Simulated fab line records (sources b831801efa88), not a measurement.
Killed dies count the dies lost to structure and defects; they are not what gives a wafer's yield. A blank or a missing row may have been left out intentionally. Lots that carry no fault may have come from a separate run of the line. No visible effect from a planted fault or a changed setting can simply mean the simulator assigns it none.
Chamber matching | flow sfq-line | SFQ_TRILAYER_L0_CAP_PECVD_011 on pecvd-02 has 3 sister chambers
The step deposits SiO2 from SiH4/N2O, time 13.333 s, target thk 60 nm. 6 wafers are shown with their chamber, then 6 later ones without.

## WAFERS PAIRED WITH THEIR CHAMBERS
wafer  | chamber | throttle-valve-pct (%) | heater-power-w (W)
L670.4 | 2       | 24.2                   | 80
L671.2 | 1       | 24.7                   | 75
L671.6 | 2       | 24.3                   | 85
L674.3 | 1       | 24.6                   | 85
L675.2 | 0       | 23.8                   | 110
L675.5 | 0       | 24.0                   | 110

## WAFERS WHOSE CHAMBER IS MISSING
wafer  | throttle-valve-pct (%) | heater-power-w (W)
L675.6 | 24.3                   | 89
L676.1 | 24.2                   | 75
L676.3 | 24.5                   | 85
L676.4 | 25.0                   | 87
L684.1 | 24.4                   | 86
L684.5 | 24.0                   | 104

## CHAMBER TAKEN BY EACH
wafer  | from the rows above     | in truth
L675.6 | 2                       | 2
L676.1 | 2                       | 2
L676.3 | can't be placed: 1 or 2 | 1
L676.4 | 1                       | 1
L684.1 | can't be placed: 2 or 1 | 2
L684.5 | 0                       | 0
Placed correctly: 4 of 6. Unplaceable from these rows: 2, with the true chamber sitting among the candidates in 2. 0 placed wrongly.
How it was worked out, from the rows above alone: a wafer's distance from a chamber is the root of the sum, over the readings, of the square of ((its reading less the chamber's mean) divided by the reading's scatter). The wafer belongs to the nearest chamber; if the next one is less than 2 further off, it can't be placed. The mean given for a chamber averages the wafers shown for that chamber. The scatter: take each reading less its chamber's mean, square it, sum over the shown wafers, divide by the number of wafers less the number of chambers, and take the root.
